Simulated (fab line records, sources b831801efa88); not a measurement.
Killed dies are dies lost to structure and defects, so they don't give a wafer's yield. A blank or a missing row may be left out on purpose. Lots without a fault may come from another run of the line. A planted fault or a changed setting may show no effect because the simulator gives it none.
A struck lot beside a sound one | flow sky130 | 15 steps out of a route of 708
Sound: wafers L356.1, L356.4, L356.6. Struck: wafers L364.1, L364.4, L364.6. The cause comes at the end.
At each step with rows: each side's tool, then ch and its chambers, then its first start. Under that, the readings that differ: sound wafers | struck wafers | difference of the means | sigmas: that difference in standard deviations of wafers without a fault.
alike: readings whose means differ by less than 2 such deviations, and words and numbers that are the same on both sides. not compared: withheld readings, readings that some wafer has no value for, bounds like >300 that may hide the same value, and numbers for which the record gives no deviation and whose values overlap.
The two part at a step that has a row with sigmas, a row that says differs or no value, or rows on one side only. Numbers that don't overlap but have no deviation are shown without sigmas and don't part them. A reading that every wafer of one side lacks parts them only if that side has two wafers or more.

first, 7 steps without rows for these wafers: SKY_LDD_N_DEHYDRATE_00 (time 60 s); SKY_LDD_N_HMDS_01 (prime time 60 s); SKY_LDD_N_COAT_02 (resist thk 300 nm); SKY_LDD_N_SOFTBAKE_03 (time 60 s); SKY_LDD_N_EXPOSE_04 (exposes mask NTM, target cd 840 nm); SKY_LDD_N_PEB_05; SKY_LDD_N_DEVELOP_06 (develop time 60 s).
SKY_LDD_N_OVL_MEAS_07:
  sound on overlay-01, day 18 18:08; struck on overlay-02, day 22 04:01
  alike: LDD_N_OVL
then, 4 steps without rows for these wafers: SKY_LDD_N_IMPLANT_08; SKY_LDD_N_IMPLANT_09; SKY_LDD_N_IMPLANT_10; SKY_LDD_N_IMPLANT_11.
SKY_LDD_N_IMPLANT_12:
  sound on implanter-02 ch 0, day 18 18:46; struck on implanter-01 ch 0, day 22 04:39
  reading                   | sound                | struck               | difference | sigmas
  beam_energy_keV           | 49.984 49.966 49.983 | 38.018 38.018 38.002 | -11.965    | -99 or more
  model.implant.rp_nm (nm)  | 32.98 32.98 32.98    | 25.4 25.4 25.4       | -7.6       |
  model.implant.drp_nm (nm) | 18.83 18.83 18.83    | 15.5 15.5 15.5       | -3.3       |
then, 1 step without rows for these wafers: SKY_LDD_N_IMPLANT_13.
-- the record jumps here: 26 days lie between the struck wafers' starts before and after (it left off in module LDD_N and takes up again in module PAD_OPEN, whose first step shown is number 708 of the route) --
SKY_PAD_OPEN_PROBE_99:
  sound on prober-02, day 46 11:29; struck on prober-01, day 48 11:42
  alike: killed_at_M0_to_M3, killed_at_M4_up, killed_at_contacts, killed_at_front_end, killed_at_other, killed_dies, killed_open, killed_short
  not compared: model.etest.nfet_01v8_lvt.vt_sat_v

WHERE THEY PART
Only at SKY_LDD_N_IMPLANT_12, within this record. Later steps at which nothing parts them and some readings are alike: SKY_PAD_OPEN_PROBE_99.

WHY: what the simulator had put in
Process parameter drift: implanter-01, from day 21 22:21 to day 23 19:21, at SKY_LDD_N_IMPLANT_12. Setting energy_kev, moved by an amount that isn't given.
